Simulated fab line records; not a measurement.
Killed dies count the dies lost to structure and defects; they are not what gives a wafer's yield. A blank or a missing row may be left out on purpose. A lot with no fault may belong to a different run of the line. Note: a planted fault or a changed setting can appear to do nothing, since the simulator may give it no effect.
fab line records ; flow sky130
record lots=13; wafers=39; last_day=50
route steps=708 shown SONOS_ONO@182 POLY_GATE@229 PAD_OPEN@708
lots that met no fault: from a run of the same line without faults
start_h: hours from the record's first day to the start of the lot's first wafer shown ; wait_h: hours from the lot's prior step to this one ; " same as the row above ; L1.1+2: a single row standing in for several wafers ; - no value, or no start was given ; * or withheld: withheld ; < > ~ a bound
route shown NAME@n: names a module that has steps shown in the file, with the first one's number in the route ; usual: average and standard deviation across the fault-free wafers ; same: alike in all rows ; chamber/n: place in a boat ; sites: the reading at each site ; _std_site: how widely they spread, as a standard deviation ; _edge_site: the outer-site mean with the inner-site mean subtracted ; radius_mm: how far each site lies from the wafer's centre ; mask NAME#n: copy n ; behind: tool/chamber where the wafer was last shaped ; hold: the reason the lot was held/the length of the hold in hours/how it ended ; device: names the non-switching transistor (n, p or np) ; end of line: the same wafers' tests at the end of the route ; a step without rows: its recipe alone ; killed: dies that structure and defects cost at the first sort, which is not the same as the wafer's yield ; map: shows each die of a wafer: x if killed, . if not, _ if none is there
set.NAME: the setting that was run; set.NAME@STEP: the one run at that earlier step ; model.NAME: the simulator's own value behind a step, which no gauge read
a sample of lots followed through the steps of the route, with each step as a table and each wafer as a row
services: from which hour (start_h, from the record's first day; less than 0 if before it) a tool's chamber was out of use, for how many hours, and why
## steps
# step SKY_SONOS_ONO_OVL_MEAS_14
# usual SONOS_ONO_OVL=0.0/1.3
lot.wafer;tool;chamber;start_h;wait_h;SONOS_ONO_OVL[nm]
L786.2;overlay-01;-;280.48;0.1;-0.5
L786.5;overlay-01;-;280.48;0.1;1.0
L786.6;overlay-01;-;280.48;0.1;0.5
L787.1;overlay-01;-;289.78;0.1;-1.0
L787.3;overlay-01;-;289.78;0.1;0.5
L787.4;overlay-01;-;289.78;0.1;-1.9
L790.4;overlay-01;-;312.94;0.1;0.5
L790.5;overlay-01;-;312.94;0.1;0.8
L790.6;overlay-01;-;312.94;0.1;0.5
L793.2;overlay-01;-;347.38;0.1;-0.4
L793.4;overlay-01;-;347.38;0.1;-0.2
L793.6;overlay-01;-;347.38;0.1;0.2
L794.1;overlay-02;-;353.29;0.1;0.7
L794.2;overlay-02;-;353.29;0.1;1.3
L794.4;overlay-02;-;353.29;0.1;1.4
L795.3;overlay-02;-;356.24;0.1;-0.9
L795.5;overlay-02;-;356.24;0.1;-0.5
L795.6;overlay-02;-;356.24;0.1;-0.9
L802.3;overlay-02;-;422.89;0.1;2.0
L802.4;overlay-02;-;422.89;0.1;0.1
L802.6;overlay-02;-;422.89;0.1;0.9
L801.3;overlay-02;-;423.13;0.1;2.4
L801.5;overlay-02;-;423.13;0.1;0.7
L801.6;overlay-02;-;423.13;0.1;2.1
L803.3;overlay-01;-;426.40;0.1;-0.6
L803.4;overlay-01;-;426.40;0.1;-3.1
L803.6;overlay-01;-;426.40;0.1;-1.6
L804.1;overlay-02;-;426.53;0.1;1.3
L804.5;overlay-02;-;426.53;0.1;1.8
L804.6;overlay-02;-;426.53;0.1;1.0
L805.2;overlay-02;-;434.45;0.1;-1.4
L805.4;overlay-02;-;434.45;0.1;-2.3
L805.6;overlay-02;-;434.45;0.1;-0.5
L807.2;overlay-02;-;449.88;0.1;-0.1
L807.4;overlay-02;-;449.88;0.1;0.9
L807.6;overlay-02;-;449.88;0.1;-0.4
L809.1;overlay-01;-;468.99;0.1;-2.0
L809.3;overlay-01;-;468.99;0.1;-1.2
L809.5;overlay-01;-;468.99;0.1;-1.3
# step SKY_SONOS_ONO_STRIP_17
# recipe chemistry=O2/N2; power_w=1400; pressure_mtorr=1500; platen_temp_c=withheld; o2_flow_sccm=3000; n2_flow_sccm=300; overash_fraction=0.5
# usual drypump_motor_current_A=5.7/0.34; oes_product_au=0.710/0.0043; strip_time_to_endpoint_s=14.12/0.044
lot.wafer;tool;chamber;start_h;wait_h;drypump_motor_current_A;oes_product_au;rf_hours_counter_h;strip_time_to_endpoint_s
L786.2;plasma_asher-04;0;280.61;0.0;5.7;0.706;16;14.06
L786.5;plasma_asher-04;0;280.61;0.0;5.7;0.707;-;14.08
L786.6;plasma_asher-04;1;280.61;0.0;5.8;0.717;-;14.09
L787.1;plasma_asher-04;1;289.93;0.0;5.8;0.706;17;14.14
L787.3;plasma_asher-04;1;289.93;0.0;5.9;0.705;-;14.16
L787.4;plasma_asher-04;0;289.93;0.0;5.6;0.715;-;14.15
L790.4;plasma_asher-03;0;313.10;0.0;6.4;0.710;-;14.16
L790.5;plasma_asher-03;0;313.10;0.0;6.4;0.711;-;14.14
L790.6;plasma_asher-03;1;313.10;0.0;5.4;0.710;-;14.08
L793.2;plasma_asher-03;0;347.51;0.0;6.5;0.714;66;14.13
L793.4;plasma_asher-03;1;347.51;0.0;5.4;0.705;-;14.17
L793.6;plasma_asher-03;0;347.51;0.0;6.5;0.710;-;14.17
L794.1;plasma_asher-04;0;353.44;0.0;5.6;0.716;23;14.08
L794.2;plasma_asher-04;1;353.44;0.0;5.8;0.715;23;14.12
L794.4;plasma_asher-04;0;353.44;0.0;5.6;0.709;-;14.05
L795.3;plasma_asher-04;0;356.41;0.0;5.6;0.870;-;-
L795.5;plasma_asher-04;1;356.41;0.0;5.8;0.880;-;-
L795.6;plasma_asher-04;0;356.41;0.0;5.6;0.884;-;-
L802.3;plasma_asher-03;0;423.05;0.0;6.4;0.699;-;14.14
L802.4;plasma_asher-03;1;423.05;0.0;5.4;0.700;-;14.15
L802.6;plasma_asher-03;0;423.05;0.0;6.4;0.708;-;14.14
L801.3;plasma_asher-04;1;423.30;0.0;5.8;0.715;-;14.08
L801.5;plasma_asher-04;0;423.30;0.0;5.6;0.718;-;14.08
L801.6;plasma_asher-04;1;423.30;0.0;5.9;0.708;-;14.10
L803.3;plasma_asher-04;0;426.57;0.0;5.7;0.714;-;14.06
L803.4;plasma_asher-04;1;426.57;0.0;5.8;0.707;-;14.03
L803.6;plasma_asher-04;1;426.57;0.0;5.9;0.717;-;13.96
L804.1;plasma_asher-04;0;426.67;0.0;5.6;0.712;30;14.07
L804.5;plasma_asher-04;0;426.67;0.0;5.7;0.712;-;14.11
L804.6;plasma_asher-04;1;426.67;0.0;5.9;0.711;-;14.07
L805.2;plasma_asher-01;0;434.59;0.0;5.2;0.713;0;14.12
L805.4;plasma_asher-01;1;434.59;0.0;5.5;0.704;-;14.06
L805.6;plasma_asher-01;0;434.59;0.0;5.2;0.709;-;14.08
L807.2;plasma_asher-04;1;450.02;0.0;5.8;0.705;33;14.12
L807.4;plasma_asher-04;0;450.02;0.0;5.6;0.707;-;14.11
L807.6;plasma_asher-04;1;450.02;0.0;5.8;0.705;-;14.11
L809.1;plasma_asher-01;0;469.14;0.0;5.2;0.707;4;14.11
L809.3;plasma_asher-01;1;469.14;0.0;5.4;0.699;-;14.08
L809.5;plasma_asher-01;1;469.14;0.0;5.5;0.716;-;14.12
# step SKY_POLY_GATE_ETCH_15
# recipe chemistry=N2/H2; target=BARC; ion_energy_ev=200; source_w=500; bias_w=100; pressure_mtorr=30; n2_flow_sccm=100; h2_flow_sccm=200; stop_on=SiO2; time_s=118.5; target_depth_a=1100
# usual drypump_motor_current_A=5.6/0.51; oes_product_au=0.717/0.0045; throttle_valve_pct=13.213/0.0092
lot.wafer;tool;chamber;start_h;wait_h;drypump_motor_current_A;oes_product_au;rf_hours_counter_h;throttle_valve_pct
L786.2;rie_diel-03;0;368.06;0.0;6.5;0.718;78;13.216
L786.5;rie_diel-03;3;368.06;0.0;5.8;0.720;-;13.212
L786.6;rie_diel-03;2;368.06;0.0;5.2;0.716;-;13.205
L787.1;rie_diel-04;0;379.76;0.0;6.3;0.723;1;13.202
L787.3;rie_diel-04;2;379.76;0.0;5.5;0.718;0;13.221
L787.4;rie_diel-04;3;379.76;0.0;5.3;0.710;8;13.207
L790.4;rie_diel-03;2;420.01;0.1;5.3;0.718;-;13.225
L790.5;rie_diel-03;3;420.01;0.1;5.8;0.722;-;13.206
L790.6;rie_diel-03;1;420.01;0.1;5.6;0.713;-;13.220
L793.2;rie_diel-03;2;440.36;0.0;5.2;0.715;1;13.202
L793.4;rie_diel-03;1;440.36;0.0;5.6;0.707;6;13.212
L793.6;rie_diel-03;1;440.36;0.0;5.6;0.714;-;13.209
L794.1;rie_diel-04;1;450.91;0.0;4.8;0.714;55;13.208
L794.2;rie_diel-04;0;450.91;0.0;6.3;0.722;2;13.216
L794.4;rie_diel-04;2;450.91;0.0;5.5;0.715;1;13.227
L802.3;rie_diel-04;1;521.61;0.0;4.8;0.716;57;13.227
L802.4;rie_diel-04;3;521.61;0.0;5.2;0.716;10;13.209
L802.6;rie_diel-04;1;521.61;0.0;4.8;0.712;-;13.206
L801.3;rie_diel-03;0;524.16;0.0;6.5;0.720;81;13.206
L801.5;rie_diel-03;0;524.16;0.0;6.5;0.717;-;13.219
L801.6;rie_diel-03;1;524.16;0.0;5.6;0.715;-;13.228
L803.3;rie_diel-03;0;527.16;0.0;6.5;0.707;81;13.212
L803.4;rie_diel-03;2;527.16;0.0;5.3;0.718;2;13.217
L803.6;rie_diel-03;3;527.16;0.0;5.8;0.711;-;13.200
L804.1;rie_diel-04;0;528.01;0.0;6.3;0.720;4;13.217
L804.5;rie_diel-04;1;528.01;0.0;4.7;0.708;-;13.209
L804.6;rie_diel-04;2;528.01;0.0;5.5;0.720;-;13.216
L805.2;rie_diel-04;0;536.56;0.0;6.3;0.709;4;13.208
L805.4;rie_diel-04;2;536.56;0.0;5.5;0.705;3;13.212
L805.6;rie_diel-04;3;536.56;0.0;5.3;0.725;-;13.218
L807.2;rie_diel-04;1;548.31;0.0;4.7;0.716;57;13.214
L807.4;rie_diel-04;2;548.31;0.0;5.5;0.707;3;13.214
L807.6;rie_diel-04;3;548.31;0.0;5.3;0.714;-;13.218
L809.1;rie_diel-04;2;569.66;0.0;5.5;0.718;4;13.204
L809.3;rie_diel-04;3;569.66;0.0;5.3;0.712;11;13.207
L809.5;rie_diel-04;2;569.66;0.0;5.5;0.722;-;13.217
# step SKY_PAD_OPEN_PROBE_99
# usual killed_at_M0_to_M3=42/7.1; killed_at_M4_up=3.3/1.9; killed_at_contacts=24/5; killed_at_front_end=15/4.7; killed_at_other=0.3/0.61; killed_dies=86/9.6; killed_on_rim=17/3.8; killed_open=47/7.5; killed_short=38/6.6
# same gross_dies=492; killed_at_back_side=0
lot.wafer;tool;chamber;start_h;wait_h;killed_at_M0_to_M3;killed_at_M4_up;killed_at_contacts;killed_at_front_end;killed_at_other;killed_dies;killed_on_rim;killed_open;killed_short
L795.3;prober-01;-;1133.22;0.2;35;3;26;428;0;492;96;49;34
L795.5;prober-01;-;1133.32;0.2;35;4;27;425;1;492;96;48;34
L795.6;prober-01;-;1133.37;0.2;51;2;25;414;0;492;96;49;46
# killed by level:class
L795.3 GATE_OXIDE:area_oxidation=409 VIA3:geometric_particle:open=10 VIA1:geometric_particle:open=9 CONTACT:geometric_particle:short=7 FIELD_ISO:geometric_particle:open=6 LI_CONTACT:geometric_particle:open=6 CONTACT:geometric_particle:open=6 FIELD_ISO:geometric_particle:short=5
L795.5 GATE_OXIDE:area_oxidation=410 CONTACT:geometric_particle:open=10 VIA1:geometric_particle:open=8 CONTACT:geometric_particle:short=7 VIA2:geometric_particle:open=6 LI_CONTACT:geometric_particle:open=6 FIELD_ISO:geometric_particle:short=5 VIA3:geometric_particle:open=5
L795.6 GATE_OXIDE:area_oxidation=397 CONTACT:geometric_particle:open=11 VIA1:geometric_particle:open=9 LI_CONTACT:geometric_particle:open=7 FIELD_ISO:geometric_particle:short=6 VIA3:geometric_particle:short=6 METAL2:geometric_particle:short=6 VIA2:geometric_particle:open=6
## services
tool;chamber;start_h;hours;kind
rie_diel-04;-;275.82;0.5;repair
rie_diel-04;0;315.99;-;clean
rie_diel-04;0;315.99;13.4;scheduled_down
rie_diel-04;0;315.99;13.4;vent_cycle
rie_diel-03;1;321.53;4.0;repair
rie_diel-04;2;329.40;-;clean
rie_diel-04;2;329.40;29.9;scheduled_down
rie_diel-04;2;329.40;29.9;vent_cycle
plasma_asher-04;-;337.48;2.8;pm
plasma_asher-01;-;362.56;11.4;repair
rie_diel-03;2;368.59;-;clean
plasma_asher-01;-;368.78;1.1;repair
rie_diel-03;0;400.67;23.0;repair
rie_diel-03;2;406.06;12.8;repair
plasma_asher-01;-;421.25;9.0;pm
rie_diel-04;-;447.92;2.0;repair
rie_diel-03;3;489.61;5.8;repair
rie_diel-04;3;509.00;11.3;repair
rie_diel-03;0;547.73;-;clean
rie_diel-03;0;547.73;16.5;scheduled_down
plasma_asher-03;-;551.00;0.6;repair
plasma_asher-03;-;551.45;0.4;repair
plasma_asher-04;-;551.89;15.6;pm
rie_diel-03;3;560.36;7.6;repair
## key
first_sign step=SKY_SONOS_ONO_STRIP_17; reading=oes_product_au; direction=up; sigmas=39; usual=0.710; struck=0.878
effect step=SKY_PAD_OPEN_PROBE_99; reading=killed_at_front_end; direction=up; sigmas=86; usual=15; struck=422
more_kills_born_at SKY_GATE_OXIDE_OXIDATION_01@furnace-01=1216
met_at SKY_SONOS_ONO_STRIP_17
struck_lots L795
later_rows_left_out L795.3,L795.5,L795.6
tester_left_out L795
not_acting_at SKY_SONOS_ONO_OVL_MEAS_14,SKY_POLY_GATE_ETCH_15
onset_between 353.44 356.41
fault kind=strip_aborted; tool=plasma_asher-04; chamber=-; onset_h=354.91; steps=SKY_SONOS_ONO_STRIP_17; offset=0.83631; end_h=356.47
# tester_left_out: of these lots the tester's yield and bins aren't shown, on N5 and GAA mostly nor the transistor test; their killed dies are dies lost to structure and defects alone, not to doping, threshold or leakage, so they don't give the yield
# later_rows_left_out: the simulator's readings of these wafers behind a module that went badly wrong aren't trusted and aren't shown, but for the sort
